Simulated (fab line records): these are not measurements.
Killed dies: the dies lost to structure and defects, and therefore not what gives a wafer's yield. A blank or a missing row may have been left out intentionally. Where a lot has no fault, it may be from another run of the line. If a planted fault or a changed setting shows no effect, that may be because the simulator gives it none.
Code-filled problem report in 8D (eight disciplines) form | flow sky130 | the parts of the form that need people (team, actions taken, sign-off) are left out

## 1. WHAT IS WRONG
Wafers free of any fault read 0.430 ohm/sq (standard deviation 0.0054) for VIA1_W_RS at SKY_VIA1_RS_MEAS_22, against a mean of 0.553 ohm/sq on 5 wafers of 2 lots. That puts it +23 standard deviations away from the usual mean.
The step: measures by four-point-probe.
The first sign was on wafer L777.2 at day 38 20:08, on filmMetro-01. Wafers with a number at this step in the record: 33, from 11 lots. By rule, "out" or "out of limits" means more than 4 standard deviations away from the usual mean. Any other wafer with a number is counted as sound.

## 2. WHAT IT IS, AND WHAT IT ISN'T
question                    | is                                     | is not
which readings at this step | VIA1_W_RS                              | -
which lots                  | L777, L778                             | L762, L763, L764, L765, L766, L767, L768, L782, L783
which wafers of those lots  | L777.2, L777.3, L777.5, L778.4, L778.6 | L778.3
read on which gauges        | filmMetro-01, filmMetro-03             | filmMetro-04
when                        | from day 38 20:08                      | up to then (21 sound wafers); but 7 sound wafers of L778, L782, L783 came after

## 3. SUSPECTS, AND WHAT RULES EACH OUT
Counting: a tool at a process step up to the reading stays a suspect if it ran every lot that is out. Sound lots after the first of them don't rule it out here, since some wafers of a struck lot are sound.
- the gauge at SKY_VIA1_RS_MEAS_22 has been ruled out. Those wafers that are out were read across 2 gauges (filmMetro-01, filmMetro-03).
- pvdSputter-04 at SKY_METAL1_SPUTTER_03 (material Ti, target thk 5 nm, time 3.3 s): kept. Ran every lot that is out, first one L777 (day 36 13:34); last sound lot up to then L765 (day 33 04:45).
- cvdW-01 at SKY_VIA1_CVD_21 (deposits W, target thk 270 nm, time 80.902 s): kept. Ran every lot that is out, first one L777 (day 38 20:01); last sound lot up to then L768 (day 36 11:28).
- Within cvdW-01 at SKY_VIA1_CVD_21: the wafers that are out ran in chamber 1; their sound lot-mates ran in chamber 0.
Remaining after the count are pvdSputter-04 at SKY_METAL1_SPUTTER_03 and cvdW-01 at SKY_VIA1_CVD_21.

## 4. THE CAUSE (what the simulator had put in)
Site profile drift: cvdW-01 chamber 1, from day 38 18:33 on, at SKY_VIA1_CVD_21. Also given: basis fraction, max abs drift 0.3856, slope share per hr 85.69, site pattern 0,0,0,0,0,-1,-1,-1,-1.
Of the 2 suspects that counting leaves, this tool is one.

## 5. THE CHAIN OF EFFECTS, in route order
Each row: a reading where the mean over the struck wafers with a number is more than 3 standard deviations away from the usual. Only readings whose record carries a usual standard deviation are examined. hours: median over the lots of the time between each lot's start at the first step of this table that gives one and its start at this step. sigmas: the change, counted in usual standard deviations.
hours | step                 | reading    | usual        | on struck wafers | change | sigmas
0     | SKY_VIA1_RS_MEAS_22  | VIA1_W_RS  | 0.430 ohm/sq | 0.553            | +0.123 | +23
0     | SKY_VIA1_THK_MEAS_23 | VIA1_W_THK | 270 nm       | 225              | -45    | -12

## 6. WHAT WOULD HAVE CAUGHT IT SOONER
In this record the first reading out of limits at a measuring or inspecting step was taken at day 38 20:08, 2 hours after the fault began at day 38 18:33.
No tool reading at SKY_VIA1_CVD_21 that has a usual standard deviation in the record was out on any struck wafer, so an alarm limit of 4 standard deviations on those readings would not have fired.
Among the 2 lots that are out, L778 began SKY_VIA1_CVD_21 on cvdW-01 after day 38 20:08. Putting the tool on hold at that point would have spared it.
